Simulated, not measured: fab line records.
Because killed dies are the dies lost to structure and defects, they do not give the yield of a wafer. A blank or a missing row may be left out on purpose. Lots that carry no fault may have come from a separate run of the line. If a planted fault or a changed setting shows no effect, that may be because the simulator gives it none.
Which tool is to blame?	flow gf180mcu	36 wafers from 12 lots sampled at 3 of the route's 602 steps

## WHAT EACH GAUGE READ, for each wafer
GF_M1_CD_MEAS_14 targets a cd of 230 nm.
lot	measured	on	cd_nm (nm)
L075	day 17 11:02	cd_sem-02	228.2 229.3 229.2
L077	day 18 05:58	cd_sem-01	232.4 233.1 233.6
L079	day 18 19:01	cd_sem-02	231.3 230.5 230.6
L081	day 19 18:54	cd_sem-01	228.8 230.1 230.2
L083	day 20 10:31	cd_sem-02	229.2 228.9 229.0
L085	day 21 11:25	cd_sem-02	230.1 229.8 229.9
L087	day 22 03:48	cd_sem-01	231.1 231.7 232.9
L089	day 23 00:59	cd_sem-02	231.0 231.1 230.0
L091	day 23 09:20	cd_sem-02	229.4 231.5 231.2
L093	day 23 22:38	cd_sem-02	230.7 229.7 231.1
L095	day 24 15:12	cd_sem-01	229.3 229.9 228.1
L097	day 25 07:09	cd_sem-02	229.2 229.8 229.7

## TOOL THAT RAN EACH LOT (tool first, then ch and the chambers of the sampled wafers, then the start)
lot	GF_SALICIDE_SPUTTER_02	GF_CONTACT_CVD_24
L075	pvd_sputter-02, day 15 13:41	cvd_w-01 ch 0,1, day 16 12:20
L077	pvd_sputter-03, day 16 06:56	cvd_w-01 ch 0,1, day 17 06:12
L079	pvd_sputter-02, day 16 17:51	cvd_w-01 ch 0,1, day 17 18:05
L081	pvd_sputter-04, day 17 16:15	cvd_w-01 ch 0,1, day 18 17:27
L083	pvd_sputter-04, day 18 08:11	cvd_w-02 ch 0,1, day 19 09:10
L085	pvd_sputter-02, day 19 08:32	cvd_w-01 ch 0, day 20 11:07
L087	pvd_sputter-03, day 20 01:16	cvd_w-01 ch 0,1, day 21 03:38
L089	pvd_sputter-03, day 20 23:32	cvd_w-01 ch 0,1, day 22 00:41
L091	pvd_sputter-02, day 21 08:31	cvd_w-02 ch 0,1, day 22 09:45
L093	pvd_sputter-02, day 21 22:18	cvd_w-01 ch 0,1, day 22 23:48
L095	pvd_sputter-04, day 22 15:32	cvd_w-01 ch 1, day 23 16:20
L097	pvd_sputter-04, day 23 08:07	cvd_w-02 ch 0,1, day 24 08:19
- GF_SALICIDE_SPUTTER_02: material Co, target thk 10 nm, time 20 s.
- GF_CONTACT_CVD_24: deposits W, target thk 300 nm, time 90.339 s.

## THE ANSWER, worked out from the rows above alone
Rule: what is usual is taken from the lots themselves. Put in order of their means at a reading, lots are off if they are a third of the lots or fewer, leave a main group of 4 or more, and stand apart from it by a gap of 3 or more times the standard deviation of the main group's means; of several such gaps the widest counts. Not used: any main group whose means are identical at the precision the tables above print for the reading. A lot without any number at a reading at which 4 lots or more have one is off too. The other lots that the step has rows for count as sound.
Across all readings shown, no lot is off: no conclusion can be drawn from this.

## WHAT HAD BEEN PUT IN BY THE SIMULATOR
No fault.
